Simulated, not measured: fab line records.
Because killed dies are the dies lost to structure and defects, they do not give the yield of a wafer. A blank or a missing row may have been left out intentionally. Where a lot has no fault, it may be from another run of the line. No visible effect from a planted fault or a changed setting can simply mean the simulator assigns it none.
Comparing a struck lot with a sound one | flow gf180mcu | 36 steps out of a route of 602
Sound: the wafers L325.1, L325.4, L325.5. Wafers L313.2, L313.4 were the ones struck. At the end, the cause is stated.
Each step with rows lists, per side, the tool, then ch with its chambers, then its first start. Under that, the readings that differ: sound wafers | struck wafers | difference of the means | sigmas: that difference in standard deviations of wafers without a fault.
alike: words and numbers the same on both sides, and readings whose means are apart by under 2 such deviations; not compared: readings that were withheld, readings missing a value for some wafer, numbers with overlapping values and no deviation given by the record, and bounds like >300 which may hide the same value.
A row with sigmas, a row that says differs or no value, or rows on one side alone: a step with any of these is where the two part. Numbers that have no deviation but don't overlap get no sigmas and don't part them. Lack of a reading on every wafer of one side parts them only where that side has two or more wafers.

first, 2 steps without rows for these wafers: GF_M1_PEB_12 (peb time 90 s); GF_M1_DEVELOP_13 (develop time 60 s).
GF_M1_CD_MEAS_14: target cd 230 nm.
  sound: cd_sem-02 at day 23 00:02; struck: cd_sem-02 at day 18 02:29
  alike: cd_nm
GF_M1_OVL_MEAS_15:
  sound: overlay-01 at day 23 00:09; struck: overlay-01 at day 18 02:35
  alike: M1_OVL
then, 5 steps without rows for these wafers: GF_M1_METAL_ETCH_16 (etches the open film in Cl2/BCl3, stops on SiO2, target depth 750.8 nm, time 125.1 s); GF_M1_STRIP_17 (strips in O2/N2); GF_M1_STRIP_18 (strips in post etch residue remover, time 1200 s); GF_M1_CLEAN_19 (cleans in DIW); GF_V1_CVD_00 (deposits SiO2, target thk 600 nm, time 100 s).
GF_V1_THK_MEAS_01:
  sound: film_metro-02 at day 23 00:56; struck: film_metro-03 at day 18 03:22
  alike: V1_CVD_00_THK
then, 1 step without rows for these wafers: GF_V1_CVD_02 (deposits SiO2 from TEOS, target thk 850 nm, time 94.851 s).
GF_V1_THK_MEAS_03:
  sound: film_metro-01 at day 23 01:03; struck: film_metro-01 at day 18 03:30
  alike: V1_CVD_02_THK
GF_V1_CMP_04: polishes SiO2.
  sound on cmp-01 ch 0,2, day 23 01:10; struck on cmp-01 ch 0,3, day 18 03:33
  reading                             | sound             | struck    | difference | sigmas
  time_to_endpoint_s (s)              | 81 83 85          | 97 112    | +22        | +4
  model.SiO2_of_V1_CVD_02.thk_nm (nm) | 633.7 634.2 633.7 | 572 572.6 | -62        |
  alike: motor_current_A, slurry_flow_ml_min
GF_V1_BOW_MEAS_05:
  sound: film_metro-02 at day 23 01:25; struck: film_metro-03 at day 18 03:52
  alike: V1_BOW
then, 8 steps without rows for these wafers: GF_V1_DEHYDRATE_06 (time 60 s); GF_V1_HMDS_07 (prime time 60 s); GF_V1_COAT_08; GF_V1_COAT_09 (resist thk 1000 nm); GF_V1_SOFTBAKE_10 (time 60 s); GF_V1_EXPOSE_11 (exposes mask Via1, target cd 260 nm); GF_V1_PEB_12 (peb time 90 s); GF_V1_DEVELOP_13 (develop time 60 s).
GF_V1_CD_MEAS_14: target cd 260 nm.
  sound: cd_sem-01 at day 24 00:02; struck: cd_sem-02 at day 19 02:34
  alike: cd_nm
GF_V1_OVL_MEAS_15:
  sound: overlay-02 at day 24 00:09; struck: overlay-02 at day 19 02:40
  alike: V1_OVL
GF_V1_ETCH_16: etches BARC in N2/H2.
  sound on rie_diel-04 ch 0,1, day 24 00:11; struck on rie_diel-04 ch 0,1, day 19 02:41
  alike: drypump_motor_current_A, oes_product_au, rf_fwd_power_W, throttle_valve_pct
GF_V1_ETCH_17: etches SiO2 in C4F8/O2/Ar, stops on TiN, target depth 630 nm.
  sound: rie_diel-04 ch 0,1; struck: rie_diel-04 ch 0,1
  reading                        | sound             | struck      | difference | sigmas
  oes_product_au (a.u.)          | 0.860 0.859 0.853 | 0.814 0.808 | -0.046     | -10
  model.etch.depth_nm (nm)       | 633.7 634.2 633.7 | 572 572.6   | -62        |
  model.V1.feature_depth_nm (nm) | 633.7 634.2 633.7 | 572 572.6   | -62        |
  alike: rf_fwd_power_W
GF_V1_STRIP_18: strips in O2/N2.
  sound on plasma_asher-04 ch 0,1, day 24 00:19; struck on plasma_asher-01 ch 0, day 19 02:49
  reading                     | sound       | struck  | difference | sigmas
  drypump_motor_current_A (A) | 4.8 6.3 4.8 | 6.5 6.5 | +1.2       | +2
  alike: heater_power_w, oes_product_au
  not compared: rf_hours_counter_h
then, 2 steps without rows for these wafers: GF_V1_STRIP_19 (strips in post etch residue remover, time 1200 s); GF_V1_CLEAN_20 (cleans in DIW).
GF_V1_SPUTTER_21: material Ti, target thk 15 nm, time 80.02 s.
  sound: pvd_sputter-04 at day 24 00:50; struck: pvd_sputter-03 at day 19 03:23
  alike: substrate_temp_c, throttle_valve_pct
GF_V1_SPUTTER_22: material TiN, target thk 10 nm, time 40 s.
  sound: pvd_sputter-04 at day 24 00:55; struck: pvd_sputter-03 at day 19 03:28
  alike: throttle_valve_pct
GF_V1_CVD_23: deposits W, target thk 350 nm, time 105.05 s.
  sound on cvd_w-02 ch 1, day 24 00:56; struck on cvd_w-01 ch 0, day 19 03:29
  alike: heater_power_w
GF_V1_RS_MEAS_24: uses a four-point probe to measure.
  sound: film_metro-02 at day 24 01:04; struck: film_metro-02 at day 19 03:38
  alike: V1_W_RS
GF_V1_THK_MEAS_25: measures by xrf.
  sound: film_metro-02 at day 24 01:11; struck: film_metro-02 at day 19 03:44
  alike: V1_W_THK
GF_V1_CMP_26: polishes, stops on SiO2, t overpolish 15 s, target thk 0 nm.
  sound on cmp-01 ch 0,2, day 24 01:17; struck on cmp-02 ch 1,2, day 19 03:47
  reading                             | sound             | struck      | difference | sigmas
  model.SiO2_of_V1_CVD_02.thk_nm (nm) | 629.9 630.4 629.9 | 568.2 568.8 | -61.6      |
  alike: motor_current_A, slurry_flow_ml_min
then, 1 step without rows for these wafers: GF_M2_SPUTTER_00 (material Ti, target thk 37.5 nm, time 150 s).

== WHERE THEY PART ==
Last at GF_V1_STRIP_18 as far as this record goes, first at GF_V1_CMP_04. Later steps at which nothing parts them and some readings are alike: GF_V1_SPUTTER_21, GF_V1_SPUTTER_22, GF_V1_CVD_23, GF_V1_RS_MEAS_24, GF_V1_THK_MEAS_25, GF_V1_CMP_26.

WHY: the cause the simulator had injected
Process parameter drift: cmp-01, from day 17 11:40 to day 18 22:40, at GF_V1_CMP_04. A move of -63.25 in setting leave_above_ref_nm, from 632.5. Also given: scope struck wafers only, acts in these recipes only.
